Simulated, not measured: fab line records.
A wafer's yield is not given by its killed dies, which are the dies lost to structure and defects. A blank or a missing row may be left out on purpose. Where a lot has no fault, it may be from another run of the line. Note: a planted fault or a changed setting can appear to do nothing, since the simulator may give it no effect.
fab line records	flow sky130
record: lots: 13	wafers: 39	last-day: 50
route steps=708 shown NWELL@63 VT_ADJUST_LVTN@117 VT_ADJUST_NCORE@125 VT_ADJUST_PCH@153 PAD_OPEN@708
lots untouched by any fault: they come from a run of this same line in which no faults occurred
start-h: start of the lot's first displayed wafer, in hours after the record's first day	wait-h: hours from the lot's prior step to this one	" unchanged from the row above	L1.1+2: several wafers, shown together as one row	- either no value or no given start	* or withheld: withheld	< > ~ a bound
route shown NAME@n: NAME is a module with steps in the file, n the number in the route of the first one	usual: mean/standard deviation taken from wafers without a fault	same: alike in all rows	chamber/n: place in a boat	sites: per-site readings	_std_site: their standard deviation	_edge_site: inner sites' mean taken away from outer sites' mean	radius-mm: how far each site lies from the wafer's centre	mask NAME#n: copy n	behind: the last tool/chamber to shape the wafer	hold: the reason the lot was held/the length of the hold in hours/how it ended	device: the transistor (n, p or np) that didn't switch	end of line: the same wafers' tests at the end of the route	a step given without rows: its recipe and nothing more	killed: count of dies lost to structure and defects at first sort (not the wafer's yield)	map: a wafer's dies, x killed, . not, _ none there
set.NAME: the setting as run; set.NAME@STEP: as run at that earlier step	model.NAME: the simulator's own value behind a step, which no gauge read
steps of the route over a sample of lots; a table a step, a row a wafer
services: from which hour (start-h, from the record's first day; less than 0 if before it) a tool's chamber was out of use, for how many hours, and why
== steps ==
step: SKY_NWELL_OVL_MEAS_10
usual: NWELL_00_OVL: 0.8/1.3
lot.wafer	tool	chamber	start-h	wait-h	NWELL_00_OVL[nm]
L337.2	overlay-01	-	89.19	-	1.6
L337.4	"	-	"	"	1.4
L337.6	"	-	"	"	0.0
L338.1	overlay-02	-	98.15	-	-0.8
L338.2	"	-	"	"	0.2
L338.6	"	-	"	"	1.6
L347.1	overlay-02	-	148.20	-	-0.2
L347.3	"	-	"	"	0.1
L347.4	"	-	"	"	-0.8
L348.2	overlay-01	-	154.75	-	-1.0
L348.3	"	-	"	"	-1.0
L348.5	"	-	"	"	-3.2
L349.2	overlay-02	-	159.46	-	0.3
L349.4	"	-	"	"	0.0
L349.6	"	-	"	"	0.9
L350.2	overlay-01	-	166.36	-	0.4
L350.4	"	-	"	"	0.1
L350.5	"	-	"	"	1.3
L351.2	overlay-01	-	171.14	-	2.3
L351.3	"	-	"	"	1.6
L351.6	"	-	"	"	0.5
L352.2	overlay-01	-	178.89	-	2.0
L352.3	"	-	"	"	2.3
L352.5	"	-	"	"	2.0
L353.2	overlay-02	-	183.14	-	1.4
L353.3	"	-	"	"	1.8
L353.5	"	-	"	"	0.0
L354.3	overlay-02	-	188.50	-	0.1
L354.5	"	-	"	"	-0.6
L354.6	"	-	"	"	-1.1
L355.1	overlay-01	-	196.75	-	1.8
L355.3	"	-	"	"	0.2
L355.6	"	-	"	"	0.9
L358.3	overlay-01	-	220.27	-	1.4
L358.5	"	-	"	"	-2.0
L358.6	"	-	"	"	0.6
L359.2	overlay-02	-	220.79	-	1.4
L359.4	"	-	"	"	1.2
L359.6	"	-	"	"	1.5
step: SKY_VT_ADJUST_LVTN_STRIP_20
recipe: chemistry: O2/N2	power-w: 1400	pressure-mtorr: 1500	platen-temp-c: withheld	o2-flow-sccm: 3000	n2-flow-sccm: 300	overash-fraction: 0.5
usual: drypump-motor-current-A: 5.8/0.35	oes-product-au: 0.715/0.0044	strip-time-to-endpoint-s: 14.20/0.044
lot.wafer	tool	chamber	start-h	wait-h	drypump-motor-current-A	oes-product-au	rf-hours-counter-h	strip-time-to-endpoint-s
L337.2	plasma-asher-04	1	165.68	0.1	4.9	0.713	48	14.19
L337.4	"	0	"	"	5.8	0.715	-	14.20
L337.6	"	1	"	"	4.9	0.722	-	14.20
L338.1	plasma-asher-02	0	173.52	0.1	5.8	0.717	6	14.24
L338.2	"	1	"	"	6.1	0.714	6	14.16
L338.6	"	1	"	"	6.1	0.715	-	14.21
L347.1	plasma-asher-01	0	234.83	0.1	6.2	0.712	41	14.23
L347.3	"	1	"	"	5.6	0.722	-	14.23
L347.4	"	0	"	"	6.2	0.714	-	14.23
L348.2	plasma-asher-04	0	242.22	0.1	5.8	0.720	56	14.21
L348.3	"	0	"	"	5.8	0.721	-	14.27
L348.5	"	0	"	"	5.8	0.710	-	14.22
L349.2	plasma-asher-02	1	247.63	0.1	6.0	0.717	14	14.18
L349.4	"	1	"	"	6.1	0.706	-	14.21
L349.6	"	0	"	"	5.8	0.714	-	14.24
L350.2	plasma-asher-01	0	257.72	0.1	6.2	0.715	43	14.22
L350.4	"	1	"	"	5.6	0.718	-	14.20
L350.5	"	0	"	"	6.2	0.716	-	14.20
L351.2	plasma-asher-02	1	261.81	0.1	6.1	0.713	15	14.29
L351.3	"	0	"	"	5.8	0.716	-	14.25
L351.6	"	0	"	"	5.8	0.711	-	14.24
L352.2	plasma-asher-01	0	271.07	0.1	6.2	0.712	44	14.24
L352.3	"	1	"	"	5.6	0.712	-	14.17
L352.5	"	1	"	"	5.6	0.714	-	14.24
L353.2	plasma-asher-01	0	276.72	0.1	6.2	0.716	45	14.28
L353.3	"	1	"	"	5.6	0.726	-	14.29
L353.5	"	1	"	"	5.6	0.721	-	14.27
L354.3	plasma-asher-02	1	282.84	0.1	6.1	0.722	-	14.27
L354.5	"	1	"	"	6.1	0.720	-	14.24
L354.6	"	0	"	"	5.8	0.719	-	14.26
L355.1	plasma-asher-02	1	291.23	0.1	6.1	0.711	18	14.17
L355.3	"	0	"	"	5.8	0.714	-	14.18
L355.6	"	1	"	"	6.1	0.715	-	14.16
L358.3	plasma-asher-01	1	319.96	0.1	5.6	0.718	-	14.16
L358.5	"	1	"	"	5.5	0.712	-	14.16
L358.6	"	0	"	"	6.2	0.709	-	14.16
L359.2	plasma-asher-02	0	322.11	0.1	5.8	0.720	21	14.21
L359.4	"	1	"	"	6.0	0.713	-	14.24
L359.6	"	1	"	"	6.1	0.707	-	14.28
step: SKY_VT_ADJUST_NCORE_DEVELOP_06
recipe: resist: NOVOLAK	developer: TMAH	develop-time-s: 60	dev-temp-c: 23
usual: developer-temp-C: 23.03/0.098	exhaust-pa: 45.0/0.9
lot.wafer	tool	chamber	start-h	wait-h	developer-temp-C	exhaust-pa
L337.2	litho-track-03	0	185.55	0.1	23.07	45.4
L337.4	"	0	"	"	22.99	44.8
L337.6	"	0	"	"	22.83	45.9
L338.1	litho-track-01	0	194.35	0.1	22.95	45.7
L338.2	"	0	"	"	23.05	44.8
L338.6	"	0	"	"	23.04	45.1
L347.1	litho-track-01	0	258.35	0.1	21.86	46.0
L347.3	"	0	"	"	22.02	45.1
L347.4	"	0	"	"	21.98	46.3
L348.2	litho-track-01	0	265.23	0.1	22.03	43.9
L348.3	"	0	"	"	22.16	45.4
L348.5	"	0	"	"	22.06	46.0
L349.2	litho-track-04	0	271.07	0.1	23.05	44.5
L349.4	"	0	"	"	23.08	43.2
L349.6	"	0	"	"	23.09	44.6
L350.2	litho-track-03	0	282.20	0.1	23.04	44.5
L350.4	"	0	"	"	22.98	44.3
L350.5	"	0	"	"	23.05	45.2
L351.2	litho-track-04	0	286.17	0.1	22.90	43.7
L351.3	"	0	"	"	23.14	44.4
L351.6	"	0	"	"	23.09	45.7
L352.2	litho-track-03	0	296.45	0.1	22.98	45.4
L352.3	"	0	"	"	23.10	45.8
L352.5	"	0	"	"	23.02	46.3
L353.2	litho-track-04	0	301.72	0.1	22.93	42.8
L353.3	"	0	"	"	23.09	43.9
L353.5	"	0	"	"	23.20	43.9
L354.3	litho-track-04	0	308.64	0.1	23.02	45.4
L354.5	"	0	"	"	23.06	45.5
L354.6	"	0	"	"	22.96	45.6
L355.1	litho-track-04	0	316.69	0.1	22.94	46.1
L355.3	"	0	"	"	22.91	45.0
L355.6	"	0	"	"	22.99	45.6
L358.3	litho-track-04	0	346.09	0.1	22.92	44.1
L358.5	"	0	"	"	23.06	45.0
L358.6	"	0	"	"	22.97	45.8
L359.2	litho-track-04	0	348.62	0.1	23.09	44.5
L359.4	"	0	"	"	23.15	44.2
L359.6	"	0	"	"	23.07	44.9
step: SKY_VT_ADJUST_PCH_TW_MEAS_10
usual: VT_ADJUST_PCH_TW: 142.7/1.5
lot.wafer	tool	chamber	start-h	wait-h	VT_ADJUST_PCH_TW
L337.2	film-metro-04	-	230.12	0.1	142.9
L337.4	"	-	"	"	143.1
L337.6	"	-	"	"	143.0
L338.1	film-metro-01	-	240.09	0.1	140.9
L338.2	"	-	"	"	141.9
L338.6	"	-	"	"	141.9
L347.1	film-metro-02	-	309.66	0.1	142.6
L347.3	"	-	"	"	142.8
L347.4	"	-	"	"	142.5
L348.2	film-metro-02	-	317.23	0.1	141.5
L348.3	"	-	"	"	142.0
L348.5	"	-	"	"	141.9
L349.2	film-metro-04	-	323.00	0.1	144.5
L349.4	"	-	"	"	144.6
L349.6	"	-	"	"	144.7
L350.2	film-metro-01	-	334.08	0.1	140.8
L350.4	"	-	"	"	140.4
L350.5	"	-	"	"	140.8
L351.2	film-metro-02	-	339.20	0.1	142.7
L351.3	"	-	"	"	142.1
L351.6	"	-	"	"	143.6
L352.2	film-metro-04	-	350.20	0.1	144.1
L352.3	"	-	"	"	144.1
L352.5	"	-	"	"	144.0
L353.2	film-metro-01	-	355.63	0.1	141.1
L353.3	"	-	"	"	141.1
L353.5	"	-	"	"	142.0
L354.3	film-metro-02	-	363.31	0.1	143.0
L354.5	"	-	"	"	142.7
L354.6	"	-	"	"	143.3
L355.1	film-metro-04	-	372.22	0.1	143.0
L355.3	"	-	"	"	144.5
L355.6	"	-	"	"	144.2
L358.3	film-metro-01	-	404.83	0.1	139.9
L358.5	"	-	"	"	140.3
L358.6	"	-	"	"	140.8
L359.2	film-metro-04	-	406.57	0.1	144.1
L359.4	"	-	"	"	145.2
L359.6	"	-	"	"	144.7
step: SKY_PAD_OPEN_PROBE_99
usual: killed_at_M0_to_M3: 45/7.9	killed_at_M4_up: 2.9/1.8	killed-at-contacts: 25/5.5	killed-at-front-end: 16/4.4	killed-at-other: 0.3/0.58	killed-dies: 89/9.4	killed-open: 49/6.8	killed-short: 40/6.3
same: gross-dies: 492	killed-at-back-side: 0
lot.wafer	tool	chamber	start-h	wait-h	killed_at_M0_to_M3	killed_at_M4_up	killed-at-contacts	killed-at-front-end	killed-at-other	killed-dies	killed-open	killed-short
L350.2	prober-02	-	1156.31	0.1	44	4	29	12	0	89	53	36
L350.4	prober-02	-	1156.41	0.2	39	6	16	11	0	72	38	34
L350.5	prober-02	-	1156.46	0.2	44	0	28	10	0	82	47	35
L353.2	prober-01	-	1174.93	0.1	40	5	24	18	0	87	46	40
L353.3	prober-01	-	1174.98	0.2	38	2	31	9	1	81	44	36
L353.5	prober-01	-	1175.08	0.2	48	1	24	17	0	90	57	33
killed by level:class
L350.2 CONTACT:geometric-particle:open=14 VIA1:geometric-particle:open=12 VIA2:geometric-particle:open=8 VIA1:geometric-particle:short=8 LI_CONTACT:geometric-particle:open=5 CONTACT:geometric-particle:short=5 FIELD_ISO:geometric-particle:open=4 FIELD_ISO:geometric-particle:short=4
L350.4 VIA1:geometric-particle:short=8 VIA1:geometric-particle:open=8 CONTACT:geometric-particle:open=5 VIA3:geometric-particle:open=5 LI_CONTACT:geometric-particle:open=4 METAL2:geometric-particle:short=4 VIA2:geometric-particle:open=4 METAL4:geometric-particle:short=4
L350.5 VIA1:geometric-particle:open=16 CONTACT:geometric-particle:open=14 CONTACT:geometric-particle:short=7 VIA3:geometric-particle:open=7 VIA1:geometric-particle:short=5 FIELD_ISO:geometric-particle:open=4 FIELD_ISO:geometric-particle:short=4 METAL1:geometric-particle:short=4
L353.2 VIA1:geometric-particle:open=9 VIA2:geometric-particle:open=7 LI_CONTACT:geometric-particle:open=6 FIELD_ISO:geometric-particle:open=5 FIELD_ISO:geometric-particle:short=5 LOCAL_INTERCONNECT:geometric-particle:short=5 METAL1:geometric-particle:short=5 METAL2:geometric-particle:short=5
L353.3 CONTACT:geometric-particle:open=13 VIA3:geometric-particle:open=8 METAL1:geometric-particle:short=7 LI_CONTACT:geometric-particle:open=6 CONTACT:geometric-particle:short=5 VIA1:geometric-particle:open=5 VIA1:geometric-particle:short=4 VIA2:geometric-particle:open=4
L353.5 VIA1:geometric-particle:open=14 CONTACT:geometric-particle:open=11 FIELD_ISO:geometric-particle:open=7 LI_CONTACT:geometric-particle:open=7 VIA2:geometric-particle:open=6 METAL1:geometric-particle:short=5 VIA1:geometric-particle:short=5 METAL2:geometric-particle:short=4
== services ==
tool	chamber	start-h	hours	kind
plasma-asher-01	-	143.17	5.7	repair
plasma-asher-01	-	149.24	7.1	repair
plasma-asher-01	-	210.37	3.9	repair
plasma-asher-04	-	331.91	1.4	repair
plasma-asher-04	-	336.84	2.8	pm
== key ==
first-sign: step: SKY_VT_ADJUST_NCORE_DEVELOP_06	reading: developer-temp-C	direction: down	sigmas: 10	usual: *	struck: *
effect none on later readings
met-at SKY_VT_ADJUST_NCORE_DEVELOP_06
struck-lots L347,L348
tester-left-out L347,L348
not-acting-at SKY_NWELL_OVL_MEAS_10,SKY_VT_ADJUST_LVTN_STRIP_20,SKY_VT_ADJUST_PCH_TW_MEAS_10
onset-between 194.35 258.35
fault: kind: process-parameter-drift	tool: litho-track-01	chamber: -	onset-h: 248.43	steps: SKY_VT_ADJUST_NCORE_DEVELOP_06	channel: dev-temp-c	offset: *	shape: step	end-h: 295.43	acts-in: *	stated: *
tester-left-out: of these lots the tester's yield and bins aren't shown, on N5 and GAA mostly nor the transistor test; their killed dies are dies lost to structure and defects alone, not to doping, threshold or leakage, so they don't give the yield
